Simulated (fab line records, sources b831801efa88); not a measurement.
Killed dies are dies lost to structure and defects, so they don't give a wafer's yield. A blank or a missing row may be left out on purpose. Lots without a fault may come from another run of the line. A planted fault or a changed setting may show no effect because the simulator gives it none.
Which tool did it? | flow sky130 | 11 lots, 33 wafers sampled, at 6 steps of a route of 708

WHAT THE GAUGES READ, wafer by wafer
SKY_FIELD_ISO_CD_MEAS_13: target cd 150 nm.
lot  | measured    | on        | cd_nm (nm)
L175 | day 2 09:34 | cd_sem-01 | 151.3 151.4 151.5
L176 | day 2 15:22 | cd_sem-02 | 149.5 150.7 151.3
L177 | day 2 19:38 | cd_sem-01 | 149.3 150.7 148.9
L180 | day 3 13:54 | cd_sem-02 | 151.9 150.7 151.9
L181 | day 3 17:12 | cd_sem-02 | 150.0 148.9 149.6
L184 | day 4 09:07 | cd_sem-01 | 149.6 150.3 150.2
L188 | day 5 05:16 | cd_sem-02 | 146.9 148.1 147.4
L192 | day 6 01:25 | cd_sem-02 | 152.8 152.1 150.9
L194 | day 6 13:37 | cd_sem-01 | 150.1 150.2 151.7
L195 | day 6 17:17 | cd_sem-02 | 151.1 149.9 150.6
L197 | day 7 06:19 | cd_sem-02 | 151.2 152.4 150.7

SKY_PWDE_TW_MEAS_10.
lot  | measured    | on            | PWDE_TW
L175 | day 4 05:07 | film_metro-01 | 372.5 372.6 371.3
L176 | day 4 09:31 | film_metro-02 | 377.5 376.4 375.2
L177 | day 4 10:52 | film_metro-01 | 374.0 371.2 371.2
L180 | day 5 08:10 | film_metro-03 | 373.0 374.7 374.4
L181 | day 5 12:08 | film_metro-01 | 373.2 373.8 374.7
L184 | day 6 04:37 | film_metro-01 | 375.7 374.5 373.3
L188 | day 7 06:58 | film_metro-02 | 374.9 377.9 375.9
L192 | day 7 23:11 | film_metro-02 | 375.5 376.3 376.7
L194 | day 8 13:41 | film_metro-03 | 377.9 376.7 376.7
L195 | day 8 16:04 | film_metro-03 | 377.5 378.3 377.0
L197 | day 9 06:26 | film_metro-03 | 376.2 374.9 378.2

SKY_NWELL_TW_MEAS_15.
lot  | measured     | on            | NWELL_TW
L175 | day 4 22:04  | film_metro-01 | 1817 1830 1813
L176 | day 5 02:07  | film_metro-01 | 1812 1819 1819
L177 | day 5 04:23  | film_metro-02 | 1823 1830 1824
L180 | day 6 02:22  | film_metro-02 | 1845 1832 1837
L181 | day 6 06:10  | film_metro-02 | 1837 1830 1829
L184 | day 6 23:01  | film_metro-02 | 1999 1995 1993
L188 | day 8 02:35  | film_metro-01 | 1997 2001 1995
L192 | day 8 20:04  | film_metro-03 | 1825 1838 1838
L194 | day 9 11:41  | film_metro-03 | 1834 1844 1838
L195 | day 9 13:41  | film_metro-02 | 1824 1834 1827
L197 | day 10 04:21 | film_metro-03 | 1814 1819 1818

SKY_NWELL_RS_MEAS_29: measures by four-point-probe.
lot  | measured     | on            | NWELL_RS (ohm/sq)
L175 | day 5 15:26  | film_metro-03 | 626.0 626.2 627.1
L176 | day 5 20:02  | film_metro-03 | 627.0 625.6 627.2
L177 | day 5 22:21  | film_metro-01 | 624.6 627.0 624.5
L180 | day 6 21:08  | film_metro-02 | 622.4 623.5 625.0
L181 | day 7 00:53  | film_metro-01 | 626.9 627.2 627.5
L184 | day 7 18:56  | film_metro-01 | 537.2 537.3 538.6
L188 | day 9 00:13  | film_metro-01 | 535.3 534.1 533.2
L192 | day 9 18:03  | film_metro-01 | 626.0 624.8 625.2
L194 | day 10 09:48 | film_metro-03 | 625.7 626.9 625.8
L195 | day 10 11:26 | film_metro-01 | 624.8 623.0 624.8
L197 | day 11 03:27 | film_metro-01 | 625.1 624.7 623.4

WHICH TOOL RAN EACH LOT (tool, then ch and the chambers of the sampled wafers, then the start)
lot  | SKY_FIELD_ISO_STRIP_16              | SKY_NWELL_IMPLANT_11
L175 | plasma_asher-04 ch 0,1, day 2 09:47 | implanter-03 ch 0, day 4 21:31
L176 | plasma_asher-04 ch 0,1, day 2 15:35 | implanter-04 ch 0, day 5 01:34
L177 | plasma_asher-02 ch 0,1, day 2 19:52 | implanter-04 ch 0, day 5 03:50
L180 | plasma_asher-04 ch 0, day 3 14:07   | implanter-03 ch 0, day 6 01:49
L181 | plasma_asher-02 ch 0,1, day 3 17:25 | implanter-04 ch 0, day 6 05:37
L184 | plasma_asher-03 ch 0,1, day 4 09:20 | implanter-03 ch 0, day 6 22:28
L188 | plasma_asher-04 ch 0,1, day 5 05:28 | implanter-03 ch 0, day 8 02:04
L192 | plasma_asher-03 ch 0,1, day 6 01:38 | implanter-02 ch 0, day 8 19:31
L194 | plasma_asher-03 ch 0,1, day 6 13:50 | implanter-02 ch 0, day 9 11:08
L195 | plasma_asher-04 ch 0,1, day 6 17:31 | implanter-02 ch 0, day 9 13:08
L197 | plasma_asher-04 ch 0, day 7 06:31   | implanter-04 ch 0, day 10 03:49
- SKY_FIELD_ISO_STRIP_16: strips in O2/N2.
- SKY_NWELL_IMPLANT_11

WHAT THE TOOLS THEMSELVES READ (means of the sampled wafers that have a number; where no wafer has one, the mark that the record gives instead)
SKY_FIELD_ISO_STRIP_16.
lot  | tool            | drypump_motor_current_A (A) | n2_flow_sccm (sccm) | oes_product_au (a.u.) | strip_time_to_endpoint_s (s)
L175 | plasma_asher-04 | 5.9                         | 299.9               | 0.377                 | 3.568
L176 | plasma_asher-04 | 5.9                         | 299.6               | 0.375                 | 3.528
L177 | plasma_asher-02 | 5.4                         | 299.6               | 0.379                 | 3.560
L180 | plasma_asher-04 | 6.3                         | 299.4               | 0.375                 | 3.525
L181 | plasma_asher-02 | 5.4                         | 300.6               | 0.372                 | 3.516
L184 | plasma_asher-03 | 6.0                         | 300.2               | 0.375                 | 3.535
L188 | plasma_asher-04 | 5.9                         | 300.0               | 0.377                 | 3.525
L192 | plasma_asher-03 | 6.0                         | 300.5               | 0.377                 | 3.550
L194 | plasma_asher-03 | 6.0                         | 300.0               | 0.370                 | 3.548
L195 | plasma_asher-04 | 5.9                         | 299.5               | 0.382                 | 3.559
L197 | plasma_asher-04 | 6.3                         | 299.6               | 0.378                 | 3.577

SKY_NWELL_IMPLANT_11.
lot  | tool         | dose_ions_cm2 | faraday_current_uA
L175 | implanter-03 | 1.9042e+13    | 109.0
L176 | implanter-04 | 1.9017e+13    | 103.8
L177 | implanter-04 | 1.9017e+13    | 108.1
L180 | implanter-03 | 1.9018e+13    | 108.4
L181 | implanter-04 | 1.8998e+13    | 105.9
L184 | implanter-03 | 2.5196e+13    | 141.5
L188 | implanter-03 | 2.5215e+13    | 145.6
L192 | implanter-02 | 1.8997e+13    | 106.6
L194 | implanter-02 | 1.9020e+13    | 105.8
L195 | implanter-02 | 1.9018e+13    | 107.9
L197 | implanter-04 | 1.8994e+13    | 108.4

THE ANSWER, worked out from the rows above alone
Rule: what is usual is taken from the lots themselves. Put in order of their means at a reading, lots are off if they are a third of the lots or fewer, leave a main group of 4 or more, and stand apart from it by a gap of 3 or more times the standard deviation of the main group's means; of several such gaps the widest counts. A main group whose means are all the same, to the digits that the tables above print for the reading, isn't used. A lot without any number at a reading at which 4 lots or more have one is off too. The other lots that the step has rows for count as sound. The gauges are gone through in route order, then the tools' own readings, and for those a lot's mean is taken as printed above. The first step at which some lot is off is used, and at that step the reading that is off furthest; a lot without a number counts as furthest.
Off: L184, L188, at SKY_NWELL_TW_MEAS_15 (NWELL_TW). The main group: mean 1828, standard deviation 8.
A tool fits if, at a process step before that reading, it ran every lot that is off, and no sound lot after the first of them. The gauges at SKY_NWELL_TW_MEAS_15 aren't tried: what is off there is off at SKY_NWELL_IMPLANT_11 too, on other tools, and a gauge's error can't cause that. One fits: implanter-03 at SKY_NWELL_IMPLANT_11. Its last sound lot is L180 (day 6 01:49), its first lot that is off L184 (day 6 22:28): a fault that began between those two fits.
The tool's own readings at SKY_NWELL_IMPLANT_11 bear it out: on the lots that are off they differ by more than 5 times the standard deviation of the sound lots' means. dose_ions_cm2 reads 2.5206e+13 there against 1.9013e+13 on the sound lots; faraday_current_uA reads 143.6 there against 107.1 on the sound lots.

WHAT THE SIMULATOR HAD PUT IN
Process parameter drift: implanter-03, from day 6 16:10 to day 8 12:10, at SKY_NWELL_IMPLANT_11. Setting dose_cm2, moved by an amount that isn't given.
Lots struck among those shown: L184, L188. The rule above found the same.
